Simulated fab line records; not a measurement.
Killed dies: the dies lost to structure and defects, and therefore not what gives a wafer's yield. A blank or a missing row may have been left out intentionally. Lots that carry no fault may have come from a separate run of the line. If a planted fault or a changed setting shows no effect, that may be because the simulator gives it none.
Chamber matching | flow gf180mcu | GF_V3_CMP_04 on cmp-02: 4 sister chambers
The step polishes SiO2. 8 wafers are shown with their chamber, then 8 later ones without.

EACH WAFER AND ITS CHAMBER
wafer  | chamber | motor_current_A (A) | time_to_endpoint_s (s)
L078.4 | 0       | 12.6                | 72
L080.6 | 1       | 11.2                | 84
L087.2 | 3       | 15.9                | 67
L087.4 | 1       | 11.9                | 74
L090.1 | 2       | 13.1                | 73
L090.3 | 0       | 12.8                | 63
L090.4 | 3       | 15.5                | 70
L092.1 | 2       | 13.0                | 74

WAFERS WITH NO CHAMBER GIVEN
wafer  | motor_current_A (A) | time_to_endpoint_s (s)
L092.3 | 13.6                | 69
L092.4 | 11.6                | 71
L094.1 | 12.8                | 79
L094.3 | 12.0                | 75
L094.6 | 16.2                | 75
L097.2 | 12.0                | 76
L097.4 | 12.7                | 86
L097.6 | 14.1                | 74

EACH ONE'S CHAMBER
wafer  | from the rows above          | in truth
L092.3 | can't be placed: 2 or 0      | 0
L092.4 | 1                            | 1
L094.1 | can't be placed: 2 or 0      | 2
L094.3 | can't be placed: 1 or 0 or 2 | 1
L094.6 | 3                            | 3
L097.2 | can't be placed: 1 or 0 or 2 | 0
L097.4 | can't be placed: 2 or 0 or 1 | 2
L097.6 | can't be placed: 2 or 0 or 3 | 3
2 of 8 placed correctly. These rows do not allow placing 6 (true chamber among the candidates in 6). 0 placed wrongly.
How it was worked out, from the rows above alone: a wafer's distance from a chamber is the root of the sum, over the readings, of the square of ((its reading less the chamber's mean) divided by the reading's scatter). If the next closest chamber is less than 2 further off than the closest, the wafer can't be placed; otherwise it belongs to the closest. A chamber's mean is the mean of its shown wafers. The scatter: take each reading less its chamber's mean, square it, sum over the shown wafers, divide by the number of wafers less the number of chambers, and take the root.
